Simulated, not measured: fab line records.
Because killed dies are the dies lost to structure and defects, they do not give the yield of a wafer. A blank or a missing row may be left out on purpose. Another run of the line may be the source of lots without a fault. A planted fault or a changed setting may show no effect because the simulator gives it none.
Which of the tools did it? / flow sky130 / 11 lots, 32 wafers sampled, at 7 steps of a route of 708

WHAT EACH GAUGE READ, for each wafer
SKY_POLY_CUT_OVL_MEAS_09. Usual: POLY_CUT_OVL gives -1 nm (standard deviation 6.1).
lot=L348; measured=day 25 02:43; on=overlay-01; POLY_CUT_OVL (nm)=-5 -1 -4; flag=
lot=L351; measured=day 26 20:53; on=overlay-01; POLY_CUT_OVL (nm)=-6 0; flag=
lot=L353; measured=day 27 00:32; on=overlay-01; POLY_CUT_OVL (nm)=1 9 -1; flag=
lot=L352; measured=day 27 01:08; on=overlay-01; POLY_CUT_OVL (nm)=0 -7 1; flag=
lot=L356; measured=day 27 20:41; on=overlay-01; POLY_CUT_OVL (nm)=-5 -8 3; flag=
lot=L362; measured=day 29 17:08; on=overlay-02; POLY_CUT_OVL (nm)=-2 2 -6; flag=
lot=L363; measured=day 29 21:25; on=overlay-02; POLY_CUT_OVL (nm)=-4 5 0; flag=
lot=L365; measured=day 30 23:38; on=overlay-01; POLY_CUT_OVL (nm)=15 11 2; flag=
lot=L368; measured=day 31 20:35; on=overlay-02; POLY_CUT_OVL (nm)=-4 3 -1; flag=
lot=L369; measured=day 31 23:49; on=overlay-01; POLY_CUT_OVL (nm)=4 9 -2; flag=
lot=L370; measured=day 32 02:32; on=overlay-02; POLY_CUT_OVL (nm)=3 1 0; flag=

SKY_SD_N_CD_MEAS_07: target cd 380 nm. Usual: cd nm at 380.6 nm, with a standard deviation of 2.7.
lot=L348; measured=day 28 17:10; on=cd sem-02; cd nm (nm)=379.2 379.2 381.6; flag=
lot=L351; measured=day 30 09:56; on=cd sem-02; cd nm (nm)=384.9 -; flag=
lot=L353; measured=day 30 13:46; on=cd sem-02; cd nm (nm)=377.2 374.3 -; flag=
lot=L352; measured=day 30 14:29; on=cd sem-02; cd nm (nm)=385.8 - -; flag=
lot=L356; measured=day 31 08:38; on=cd sem-02; cd nm (nm)=381.7 375.3 379.7; flag=
lot=L362; measured=day 33 03:29; on=cd sem-01; cd nm (nm)=382.2 384.3 384.7; flag=
lot=L363; measured=day 33 09:07; on=cd sem-02; cd nm (nm)=380.7 380.0 379.5; flag=
lot=L365; measured=day 34 08:49; on=cd sem-01; cd nm (nm)=380.1 381.3 378.3; flag=
lot=L368; measured=day 35 05:26; on=cd sem-01; cd nm (nm)=377.3 377.2 380.1; flag=
lot=L369; measured=day 35 09:30; on=cd sem-02; cd nm (nm)=380.5 381.4 379.6; flag=
lot=L370; measured=day 35 11:32; on=cd sem-02; cd nm (nm)=384.2 383.4 383.7; flag=

SKY_SD_N_OVL_MEAS_08. Usual: SD_N_OVL gives 0.2 nm (standard deviation 1.5).
lot=L348; measured=day 28 17:17; on=overlay-01; SD_N_OVL (nm)=0.6 -0.6 -0.1; flag=
lot=L351; measured=day 30 10:03; on=overlay-01; SD_N_OVL (nm)=-0.8 -; flag=
lot=L353; measured=day 30 13:53; on=overlay-02; SD_N_OVL (nm)=0.6 1.2 -; flag=
lot=L352; measured=day 30 14:34; on=overlay-02; SD_N_OVL (nm)=-1.3 - -; flag=
lot=L356; measured=day 31 08:44; on=overlay-02; SD_N_OVL (nm)=1.8 1.7 -0.4; flag=
lot=L362; measured=day 33 03:35; on=overlay-02; SD_N_OVL (nm)=-0.5 -1.1 0.0; flag=
lot=L363; measured=day 33 09:12; on=overlay-02; SD_N_OVL (nm)=-0.8 -1.4 -1.0; flag=
lot=L365; measured=day 34 08:56; on=overlay-01; SD_N_OVL (nm)=2.7 2.9 0.9; flag=
lot=L368; measured=day 35 05:32; on=overlay-02; SD_N_OVL (nm)=1.5 2.4 2.0; flag=
lot=L369; measured=day 35 09:37; on=overlay-01; SD_N_OVL (nm)=0.4 1.2 -0.6; flag=
lot=L370; measured=day 35 11:39; on=overlay-01; SD_N_OVL (nm)=-1.1 -1.2 -2.3; flag=

SKY_SD_N_TW_MEAS_12. Usual: SD_N_TW gives 3989 (standard deviation 26).
lot=L348; measured=day 28 17:44; on=film metro-03; SD_N_TW=4012 3992 3996; flag=
lot=L351; measured=day 30 10:29; on=film metro-03; SD_N_TW=3991 30; flag=OFF
lot=L353; measured=day 30 14:20; on=film metro-01; SD_N_TW=3995 3967 30; flag=OFF
lot=L352; measured=day 30 15:00; on=film metro-01; SD_N_TW=3991 30 30; flag=OFF
lot=L356; measured=day 31 09:11; on=film metro-01; SD_N_TW=3968 3983 3974; flag=
lot=L362; measured=day 33 04:01; on=film metro-02; SD_N_TW=4022 3996 4015; flag=
lot=L363; measured=day 33 09:39; on=film metro-01; SD_N_TW=3954 3984 3984; flag=
lot=L365; measured=day 34 09:22; on=film metro-01; SD_N_TW=3977 4008 3987; flag=
lot=L368; measured=day 35 05:59; on=film metro-03; SD_N_TW=3999 3996 4006; flag=
lot=L369; measured=day 35 10:03; on=film metro-03; SD_N_TW=4001 4020 4025; flag=
lot=L370; measured=day 35 12:05; on=film metro-01; SD_N_TW=3971 3947 3957; flag=

WHICH TOOL RAN EACH LOT (tool, then ch and the chambers of the sampled wafers, then the start)
lot=L348; SKY_LDD_LDN_STRIP_12=plasma asher-01 ch 0,1, day 23 18:40; SKY_RES_XHIGH_STRIP_08=plasma asher-04 ch 0,1, day 27 12:12; SKY_SD_N_DEVELOP_06=litho track-03 ch 0, day 28 17:01
lot=L351; SKY_LDD_LDN_STRIP_12=plasma asher-03 ch 0, day 25 14:07; SKY_RES_XHIGH_STRIP_08=plasma asher-04 ch 0,1, day 29 06:27; SKY_SD_N_DEVELOP_06=litho track-03 ch 0, day 30 09:48
lot=L353; SKY_LDD_LDN_STRIP_12=plasma asher-03 ch 0,1, day 25 15:43; SKY_RES_XHIGH_STRIP_08=plasma asher-03 ch 0,1, day 29 09:39; SKY_SD_N_DEVELOP_06=litho track-03 ch 0, day 30 13:37
lot=L352; SKY_LDD_LDN_STRIP_12=plasma asher-04 ch 0,1, day 25 16:59; SKY_RES_XHIGH_STRIP_08=plasma asher-03 ch 0,1, day 29 10:20; SKY_SD_N_DEVELOP_06=litho track-03 ch 0, day 30 14:18
lot=L356; SKY_LDD_LDN_STRIP_12=plasma asher-04 ch 0,1, day 26 12:59; SKY_RES_XHIGH_STRIP_08=plasma asher-03 ch 0,1, day 30 04:38; SKY_SD_N_DEVELOP_06=litho track-01 ch 0, day 31 08:22
lot=L362; SKY_LDD_LDN_STRIP_12=plasma asher-03 ch 0,1, day 28 11:29; SKY_RES_XHIGH_STRIP_08=plasma asher-02 ch 0,1, day 32 00:58; SKY_SD_N_DEVELOP_06=litho track-04 ch 0, day 33 03:21
lot=L363; SKY_LDD_LDN_STRIP_12=plasma asher-01 ch 0,1, day 28 16:08; SKY_RES_XHIGH_STRIP_08=plasma asher-02 ch 0,1, day 32 06:28; SKY_SD_N_DEVELOP_06=litho track-03 ch 0, day 33 08:58
lot=L365; SKY_LDD_LDN_STRIP_12=plasma asher-03 ch 0,1, day 29 18:06; SKY_RES_XHIGH_STRIP_08=plasma asher-04 ch 0,1, day 33 07:25; SKY_SD_N_DEVELOP_06=litho track-01 ch 0, day 34 08:40
lot=L368; SKY_LDD_LDN_STRIP_12=plasma asher-04 ch 0,1, day 30 14:43; SKY_RES_XHIGH_STRIP_08=plasma asher-03 ch 0,1, day 34 03:24; SKY_SD_N_DEVELOP_06=litho track-01 ch 0, day 35 05:17
lot=L369; SKY_LDD_LDN_STRIP_12=plasma asher-01 ch 0,1, day 30 17:54; SKY_RES_XHIGH_STRIP_08=plasma asher-03 ch 0,1, day 34 06:12; SKY_SD_N_DEVELOP_06=litho track-04 ch 0, day 35 09:21
lot=L370; SKY_LDD_LDN_STRIP_12=plasma asher-04 ch 0,1, day 30 21:06; SKY_RES_XHIGH_STRIP_08=plasma asher-03 ch 0,1, day 34 09:12; SKY_SD_N_DEVELOP_06=litho track-03 ch 0, day 35 11:24
- SKY_LDD_LDN_STRIP_12: strips in O2/N2.
- SKY_RES_XHIGH_STRIP_08: strips in O2/N2.
- SKY_SD_N_DEVELOP_06: develop time 60 s.

AS READ BY THE TOOLS THEMSELVES (means over the sampled wafers that have a number; for cases with no such wafer, the mark the record gives instead)
SKY_LDD_LDN_STRIP_12. Usual: chamber pressure mTorr 1500.0 mTorr, standard deviation 1.4; drypump motor current A 5.4 A, standard deviation 0.35; o2 flow sccm 2999 sccm, standard deviation 8.5; oes product au 0.715 a.u., standard deviation 0.005; strip time to endpoint s 14.172 s, standard deviation 0.03.
lot=L348; tool=plasma asher-01; chamber pressure mTorr (mTorr)=1499.3; drypump motor current A (A)=5.7; o2 flow sccm (sccm)=3008; oes product au (a.u.)=0.712; strip time to endpoint s (s)=14.195; flag=
lot=L351; tool=plasma asher-03; chamber pressure mTorr (mTorr)=1500.4; drypump motor current A (A)=5.3; o2 flow sccm (sccm)=2996; oes product au (a.u.)=0.715; strip time to endpoint s (s)=14.149; flag=
lot=L353; tool=plasma asher-03; chamber pressure mTorr (mTorr)=1498.8; drypump motor current A (A)=5.3; o2 flow sccm (sccm)=2994; oes product au (a.u.)=0.714; strip time to endpoint s (s)=14.153; flag=
lot=L352; tool=plasma asher-04; chamber pressure mTorr (mTorr)=1499.0; drypump motor current A (A)=5.6; o2 flow sccm (sccm)=2995; oes product au (a.u.)=0.714; strip time to endpoint s (s)=14.182; flag=
lot=L356; tool=plasma asher-04; chamber pressure mTorr (mTorr)=1501.0; drypump motor current A (A)=5.6; o2 flow sccm (sccm)=2996; oes product au (a.u.)=0.709; strip time to endpoint s (s)=14.203; flag=
lot=L362; tool=plasma asher-03; chamber pressure mTorr (mTorr)=1499.8; drypump motor current A (A)=5.3; o2 flow sccm (sccm)=3005; oes product au (a.u.)=0.716; strip time to endpoint s (s)=14.166; flag=
lot=L363; tool=plasma asher-01; chamber pressure mTorr (mTorr)=1500.5; drypump motor current A (A)=5.7; o2 flow sccm (sccm)=2999; oes product au (a.u.)=0.707; strip time to endpoint s (s)=14.149; flag=
lot=L365; tool=plasma asher-03; chamber pressure mTorr (mTorr)=1500.9; drypump motor current A (A)=5.2; o2 flow sccm (sccm)=3003; oes product au (a.u.)=0.711; strip time to endpoint s (s)=14.152; flag=
lot=L368; tool=plasma asher-04; chamber pressure mTorr (mTorr)=1498.7; drypump motor current A (A)=5.3; o2 flow sccm (sccm)=3009; oes product au (a.u.)=0.719; strip time to endpoint s (s)=14.193; flag=
lot=L369; tool=plasma asher-01; chamber pressure mTorr (mTorr)=1500.0; drypump motor current A (A)=5.7; o2 flow sccm (sccm)=2999; oes product au (a.u.)=0.713; strip time to endpoint s (s)=14.174; flag=
lot=L370; tool=plasma asher-04; chamber pressure mTorr (mTorr)=1500.2; drypump motor current A (A)=5.3; o2 flow sccm (sccm)=3001; oes product au (a.u.)=0.717; strip time to endpoint s (s)=14.176; flag=

SKY_RES_XHIGH_STRIP_08. Usual: chamber pressure mTorr 1500.0 mTorr, standard deviation 1.5; drypump motor current A 5.4 A, standard deviation 0.3; o2 flow sccm 3000 sccm, standard deviation 9.8; oes product au 0.712 a.u., standard deviation 0.0046; strip time to endpoint s 14.28 s, standard deviation 0.035.
lot=L348; tool=plasma asher-04; chamber pressure mTorr (mTorr)=1500.3; drypump motor current A (A)=5.6; o2 flow sccm (sccm)=2996; oes product au (a.u.)=0.715; strip time to endpoint s (s)=14.26; flag=
lot=L351; tool=plasma asher-04; chamber pressure mTorr (mTorr)=1500.8; drypump motor current A (A)=5.4; o2 flow sccm (sccm)=3004; oes product au (a.u.)=0.715; strip time to endpoint s (s)=14.34; flag=
lot=L353; tool=plasma asher-03; chamber pressure mTorr (mTorr)=1500.5; drypump motor current A (A)=5.3; o2 flow sccm (sccm)=2992; oes product au (a.u.)=0.709; strip time to endpoint s (s)=14.29; flag=
lot=L352; tool=plasma asher-03; chamber pressure mTorr (mTorr)=1499.1; drypump motor current A (A)=5.3; o2 flow sccm (sccm)=2998; oes product au (a.u.)=0.713; strip time to endpoint s (s)=14.31; flag=
lot=L356; tool=plasma asher-03; chamber pressure mTorr (mTorr)=1499.5; drypump motor current A (A)=5.3; o2 flow sccm (sccm)=3005; oes product au (a.u.)=0.711; strip time to endpoint s (s)=14.31; flag=
lot=L362; tool=plasma asher-02; chamber pressure mTorr (mTorr)=1499.0; drypump motor current A (A)=5.5; o2 flow sccm (sccm)=3004; oes product au (a.u.)=0.710; strip time to endpoint s (s)=14.29; flag=
lot=L363; tool=plasma asher-02; chamber pressure mTorr (mTorr)=1499.6; drypump motor current A (A)=5.5; o2 flow sccm (sccm)=3015; oes product au (a.u.)=0.713; strip time to endpoint s (s)=14.27; flag=
lot=L365; tool=plasma asher-04; chamber pressure mTorr (mTorr)=1500.0; drypump motor current A (A)=5.6; o2 flow sccm (sccm)=2988; oes product au (a.u.)=0.713; strip time to endpoint s (s)=14.26; flag=
lot=L368; tool=plasma asher-03; chamber pressure mTorr (mTorr)=1498.6; drypump motor current A (A)=5.3; o2 flow sccm (sccm)=2991; oes product au (a.u.)=0.714; strip time to endpoint s (s)=14.27; flag=
lot=L369; tool=plasma asher-03; chamber pressure mTorr (mTorr)=1499.8; drypump motor current A (A)=5.3; o2 flow sccm (sccm)=2993; oes product au (a.u.)=0.708; strip time to endpoint s (s)=14.31; flag=
lot=L370; tool=plasma asher-03; chamber pressure mTorr (mTorr)=1499.9; drypump motor current A (A)=5.3; o2 flow sccm (sccm)=2994; oes product au (a.u.)=0.719; strip time to endpoint s (s)=14.28; flag=

SKY_SD_N_DEVELOP_06. Usual: developer temp C at 22.99 C, with a standard deviation of 0.1.
lot=L348; tool=litho track-03; developer temp C (C)=22.98; flag=
lot=L351; tool=litho track-03; developer temp C (C)=22.90; flag=
lot=L353; tool=litho track-03; developer temp C (C)=23.02; flag=
lot=L352; tool=litho track-03; developer temp C (C)=22.96; flag=
lot=L356; tool=litho track-01; developer temp C (C)=23.13; flag=
lot=L362; tool=litho track-04; developer temp C (C)=22.95; flag=
lot=L363; tool=litho track-03; developer temp C (C)=22.98; flag=
lot=L365; tool=litho track-01; developer temp C (C)=23.09; flag=
lot=L368; tool=litho track-01; developer temp C (C)=22.99; flag=
lot=L369; tool=litho track-04; developer temp C (C)=23.02; flag=
lot=L370; tool=litho track-03; developer temp C (C)=23.05; flag=

THE ANSWER, worked out from the rows above alone
Rule: a lot counts as off when the mean over its wafers that have a number is more than 3 standard deviations away from the usual mean. A lot without any number at a reading at which 4 lots or more have one is off too. Where the step has rows for the other lots, those lots are counted as sound. After the gauges, taken in route order, come the tools' own readings; for these a lot's mean is taken, as printed above. The first step at which some lot is off is used, and at that step the reading that is off furthest; a lot without a number counts as furthest.
Off: at SKY_SD_N_TW_MEAS_12 (SD_N_TW), L351, L353, L352.
If a tool, at a process step before that reading, ran all the lots that are off and no sound lot after the first of them, it fits. Those tools and the gauges at SKY_SD_N_TW_MEAS_12 are tried in the same way. None of those tried fits.

WHAT THE SIMULATOR PUT IN
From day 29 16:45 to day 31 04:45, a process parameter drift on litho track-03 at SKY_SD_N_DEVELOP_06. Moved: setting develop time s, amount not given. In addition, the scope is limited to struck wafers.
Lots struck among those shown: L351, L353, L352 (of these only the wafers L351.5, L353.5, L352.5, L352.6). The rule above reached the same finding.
